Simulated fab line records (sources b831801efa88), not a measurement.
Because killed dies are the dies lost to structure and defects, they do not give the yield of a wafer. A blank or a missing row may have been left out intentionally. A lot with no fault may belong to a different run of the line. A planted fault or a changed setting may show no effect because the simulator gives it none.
Chamber matching | flow sky130 | cmp-01 running SKY_VIA1_CMP_24: 4 sister chambers
The step polishes, stops on SiO2, t overpolish 15 s, target thk 0 nm. 8 wafers are shown with their chamber, then 6 later ones without.

WAFERS PAIRED WITH THEIR CHAMBERS
wafer  | chamber | motorCurrentA (A) | overpolishRunS (s)
L251.6 | 2       | 11.2              | 15.009
L252.4 | 3       | 11.4              | 14.999
L267.1 | 0       | 9.4               | 15.006
L267.3 | 3       | 11.1              | 15.005
L267.6 | 1       | 11.9              | 15.008
L264.2 | 1       | 11.2              | 15.008
L264.3 | 2       | 11.1              | 15.008
L264.6 | 0       | 9.4               | 15.006

WAFERS WITHOUT THEIR CHAMBER
wafer  | motorCurrentA (A) | overpolishRunS (s)
L271.1 | 9.5               | 15.014
L271.4 | 11.6              | 14.993
L271.6 | 10.6              | 14.993
L274.1 | 11.3              | 15.001
L274.4 | 9.4               | 15.000
L274.6 | 11.4              | 15.001

EACH ONE'S CHAMBER
wafer  | from the rows above | in truth
L271.1 | 0                   | 0
L271.4 | 3                   | 3
L271.6 | 3                   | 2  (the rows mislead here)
L274.1 | 3                   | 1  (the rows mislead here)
L274.4 | 0                   | 0
L274.6 | 3                   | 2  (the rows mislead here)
3 of 6 placed correctly. Left unplaced by these rows: 0. 3 placed wrongly.
How it was worked out, from the rows above alone: a wafer's distance from a chamber is the root of the sum, over the readings, of the square of ((its reading less the chamber's mean) divided by the reading's scatter). The wafer belongs to the nearest chamber; if the next one is less than 2 further off, it can't be placed. Each chamber's mean is taken over the wafers shown for it. The scatter: take each reading less its chamber's mean, square it, sum over the shown wafers, divide by the number of wafers less the number of chambers, and take the root.
